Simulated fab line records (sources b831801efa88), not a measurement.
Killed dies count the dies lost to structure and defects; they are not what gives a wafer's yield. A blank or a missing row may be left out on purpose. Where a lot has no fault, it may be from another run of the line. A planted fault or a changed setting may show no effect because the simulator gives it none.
Lot-split experiment	flow sfqLine	23 wafers read from 5 lots, route of 325 steps

== SPLIT DETAILS ==
At SFQ_TRILAYER_L0_LITHO_PEB_008 (peb time 60 s), the setting pebTempC was moved away from the recipe's 115 C on 7 of the 23 wafers read, by -2.7% to -1.2%. All remaining wafers had this setting at the recipe value.

== FROM SPLIT TO READING: 1 step shown by the file between the two ==
- SFQ_TRILAYER_L0_LITHO_DEVELOP_007: time 60 s

== THE READING ==
L0.cdNm (the simulator's own value, which no gauge read), in nm, at SFQ_TRILAYER_L0_BARC_OPEN_METAL_ETCH_010 (etches BARC in O2, target depth 125 nm, time 41.7 s). The file does not state a usual value for it. Here, 16 wafers ran the recipe; their average is 2001 nm with a standard deviation of 1.2 nm.

wafer	tool, chamber at the split	pebTempC as run, C	against the recipe	L0.cdNm, nm	against lot-mates on the recipe
L074.1	lithoTrack-03, 0	115	recipe	2003	-
L074.5	lithoTrack-03, 0	115	recipe	2003	-
L074.2	lithoTrack-03, 0	115	recipe	2002	-
L075.2	lithoTrack-03, 0	115	recipe	2002	-
L075.3	lithoTrack-03, 0	115	recipe	2001	-
L075.4	lithoTrack-03, 0	115	recipe	2000	-
L075.5	lithoTrack-03, 0	112.7	-2.0%	2048	+47
L075.6	lithoTrack-03, 0	112.7	-2.0%	2046	+45
L076.1	lithoTrack-04, 0	111.9	-2.7%	2063	+63
L076.2	lithoTrack-04, 0	115	recipe	1999	-
L076.3	lithoTrack-04, 0	111.9	-2.7%	2064	+64
L076.4	lithoTrack-04, 0	115	recipe	2000	-
L076.6	lithoTrack-04, 0	115	recipe	2001	-
L083.1	lithoTrack-02, 0	115	recipe	2000	-
L083.2	lithoTrack-02, 0	115	recipe	2000	-
L083.4	lithoTrack-02, 0	115	recipe	2000	-
L083.5	lithoTrack-02, 0	115	recipe	2000	-
L083.6	lithoTrack-02, 0	115	recipe	2001	-
L084.1	lithoTrack-04, 0	113.6	-1.2%	2027	+27
L084.2	lithoTrack-04, 0	115	recipe	1999	-
L084.3	lithoTrack-04, 0	115	recipe	2001	-
L084.4	lithoTrack-04, 0	113.6	-1.2%	2026	+26
L084.5	lithoTrack-04, 0	113.6	-1.2%	2026	+26

THE FIT
A straight line over all 23 wafers: L0.cdNm changes by -23 nm for each +1% of pebTempC; r = -1.00; the points scatter about the line by 1.4 nm.
The same after taking each lot's own level away (the mean of its wafers on the recipe; 23 wafers): -23.2 nm for each +1%; r = -1.00; scatter 1 nm.
According to that fit, moving pebTempC by its largest amount changes the reading by 62 nm.
Measured against the standard deviation above, the lots' own levels, which go from 2000.0 to 2002.7 nm, span 2.2 times it.
The two slopes agree, so the slope changes little with the lot-to-lot level.
Check: for one of the wafers moved furthest among these (-2.7%), held out of the fit, the line's prediction against its lot-mates is +62 nm. Against them it came out at +63 nm.

== FURTHER SPLITS ON THESE WAFERS ==
These wafers also went through other splits before the reading. Each is held against what the fit with the lots' levels taken away leaves over:
other split on the same wafers	wafers away from the commonest value	r with L0.cdNm (lot level and that fit taken away)
SFQ_TRILAYER_L0_LITHO_COAT_010 resistThkNm	5	-0.20

== THE FILE'S OWN FIT ==
L0.cdNm changes by -23.2 nm for each +1% of pebTempC, r = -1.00.
